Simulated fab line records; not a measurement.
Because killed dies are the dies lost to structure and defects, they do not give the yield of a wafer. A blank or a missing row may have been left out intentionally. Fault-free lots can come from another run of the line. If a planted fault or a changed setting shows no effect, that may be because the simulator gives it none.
What tool caused it? | flow gf180mcu | 6 lots, 18 wafers sampled, at 2 steps of a route of 602

== WHAT THE GAUGES SHOWED, per wafer ==
GF_DNWELL_TW_MEAS_09.
lot  | measured    | on            | DNWELL_TW
L706 | day 3 21:22 | film_metro-03 | 1341 1341 1345
L712 | day 4 17:20 | film_metro-02 | 1120 1116 1118
L718 | day 5 21:38 | film_metro-02 | 1367 1366 1368
L720 | day 6 08:09 | film_metro-04 | 1348 1346 1349
L723 | day 6 22:23 | film_metro-04 | 1360 1355 1356
L726 | day 7 13:57 | film_metro-03 | 1330 1330 1324

== WHAT TOOL EACH LOT RAN ON (gives the tool, then ch and the chambers of the sampled wafers, and finally the start) ==
lot  | GF_DNWELL_IMPLANT_07
L706 | implanter-01 ch 0, day 3 21:08
L712 | implanter-04 ch 0, day 4 17:05
L718 | implanter-01 ch 0, day 5 21:23
L720 | implanter-02 ch 0, day 6 07:55
L723 | implanter-02 ch 0, day 6 22:08
L726 | implanter-02 ch 0, day 7 13:43
- GF_DNWELL_IMPLANT_07

== THE ANSWER, worked out from the rows above alone ==
Rule: the lots themselves supply what counts as usual. Put in order of their means at a reading, lots are off if they are a third of the lots or fewer, leave a main group of 4 or more, and stand apart from it by a gap of 3 or more times the standard deviation of the main group's means; of several such gaps the widest counts. A main group is skipped when, at the precision printed for the reading in the tables above, its means are all equal. A lot without any number at a reading at which 4 lots or more have one is off too. All remaining lots with rows at the step are treated as sound.
Off: at GF_DNWELL_TW_MEAS_09 (DNWELL_TW), L712. The main group: mean 1348, standard deviation 13.
A tool fits if, at a process step before that reading, it ran every lot that is off, and no sound lot after the first of them. The gauges at GF_DNWELL_TW_MEAS_09 are tried like those tools. One candidate fits, namely implanter-04 at GF_DNWELL_IMPLANT_07. It ran no sound lot before its first lot that is off in this sample, so the start can't be narrowed down.

== WHAT THE SIMULATOR HAD INSERTED ==
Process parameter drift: implanter-04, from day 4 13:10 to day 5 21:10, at GF_DNWELL_IMPLANT_07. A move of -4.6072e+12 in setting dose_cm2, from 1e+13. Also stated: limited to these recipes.
Struck lots among those shown: L712. The rule above found the same.
